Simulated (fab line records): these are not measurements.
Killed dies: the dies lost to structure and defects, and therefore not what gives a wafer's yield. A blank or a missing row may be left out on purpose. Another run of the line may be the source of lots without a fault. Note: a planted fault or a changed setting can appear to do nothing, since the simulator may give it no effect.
The tool behind it: which one?	flow gf180mcu	Sampling: 13 lots, 39 wafers, 3 of 602 route steps

== WHAT THE GAUGES READ, wafer by wafer ==
GF_TOP_METAL_OVL_MEAS_15.
lot	measured	on	TOP_METAL_OVL (nm)
L912	day 28 00:18	overlay-01	2.6 2.1 1.2
L913	day 28 07:42	overlay-01	0.1 0.0 -0.6
L914	day 28 20:03	overlay-02	5.1 3.7 3.0
L915	day 28 22:14	overlay-01	2.0 2.5 3.1
L917	day 29 17:22	overlay-01	0.4 -0.6 -0.5
L918	day 29 20:34	overlay-01	2.7 2.5 2.5
L919	day 30 04:43	overlay-02	5.7 4.4 3.6
L920	day 30 16:34	overlay-01	2.9 5.0 3.4
L922	day 31 02:34	overlay-02	1.4 -0.2 2.0
L923	day 31 10:03	overlay-02	1.0 2.5 0.1
L927	day 32 04:40	overlay-02	2.1 3.3 2.5
L930	day 33 07:50	overlay-01	4.5 4.6 3.8
L932	day 33 14:02	overlay-01	3.2 2.5 2.1

== WHICH TOOL RAN EACH LOT (tool, then ch and the chambers of the sampled wafers, then the start) ==
lot	GF_V3_CVD_00	GF_V5_SPUTTER_22
L912	hdpcvd-02 ch 0,2, day 21 07:43	pvdSputter-04, day 27 03:44
L913	hdpcvd-02 ch 1,2, day 21 15:49	pvdSputter-04, day 27 10:52
L914	hdpcvd-01 ch 1,2, day 22 04:14	pvdSputter-04, day 27 23:09
L915	hdpcvd-01 ch 0,1, day 22 09:29	pvdSputter-03, day 28 02:05
L917	hdpcvd-02 ch 0,2, day 23 08:05	pvdSputter-03, day 28 21:55
L918	hdpcvd-01 ch 0,1,2, day 23 12:56	pvdSputter-04, day 29 00:43
L919	hdpcvd-01 ch 1,2, day 23 21:47	pvdSputter-03, day 29 08:36
L920	hdpcvd-01 ch 0,1, day 24 10:59	pvdSputter-03, day 29 21:07
L922	hdpcvd-02 ch 0,1, day 25 00:19	pvdSputter-03, day 30 07:41
L923	hdpcvd-02 ch 0,2, day 25 10:11	pvdSputter-03, day 30 16:06
L927	hdpcvd-01 ch 0,1,2, day 26 09:57	pvdSputter-03, day 31 12:00
L930	hdpcvd-01 ch 0,1, day 27 16:26	pvdSputter-04, day 32 15:07
L932	hdpcvd-01 ch 0,2, day 28 02:35	pvdSputter-04, day 32 21:35
- GF_V3_CVD_00: deposits SiO2, target thk 600 nm, time 100 s.
- GF_V5_SPUTTER_22: material TiN, target thk 10 nm, time 40 s.

== AS READ BY THE TOOLS THEMSELVES (means over the sampled wafers that have a number; for cases with no such wafer, the mark the record gives instead) ==
GF_V5_SPUTTER_22.
lot	tool	throttleValvePct (%)
L912	pvdSputter-04	30.1
L913	pvdSputter-04	29.8
L914	pvdSputter-04	30.5
L915	pvdSputter-03	30.0
L917	pvdSputter-03	29.8
L918	pvdSputter-04	30.2
L919	pvdSputter-03	30.3
L920	pvdSputter-03	30.2
L922	pvdSputter-03	30.4
L923	pvdSputter-03	30.0
L927	pvdSputter-03	30.1
L930	pvdSputter-04	29.9
L932	pvdSputter-04	30.4

== THE ANSWER, worked out from the rows above alone ==
Rule: the usual values come from the lots themselves. The widest of any qualifying gaps counts: lots, ordered by their means at a reading, are off when they make up no more than a third of the lots, leave a main group of 4 or more, and stand apart from it by 3 or more times the standard deviation of that group's means. A main group is skipped when, at the precision printed for the reading in the tables above, its means are all equal. Also off: a lot with no number at a reading for which 4 or more lots have one. All remaining lots with rows at the step are treated as sound. First the gauges in route order, then the tools' own readings, where a lot's mean is used as printed above. At the first step where some lot is off, the reading lying furthest off is the one used; lots without a number count as furthest.
Nothing can be told from this: no lot is off at any reading shown.

== WHAT THE SIMULATOR HAD PUT IN ==
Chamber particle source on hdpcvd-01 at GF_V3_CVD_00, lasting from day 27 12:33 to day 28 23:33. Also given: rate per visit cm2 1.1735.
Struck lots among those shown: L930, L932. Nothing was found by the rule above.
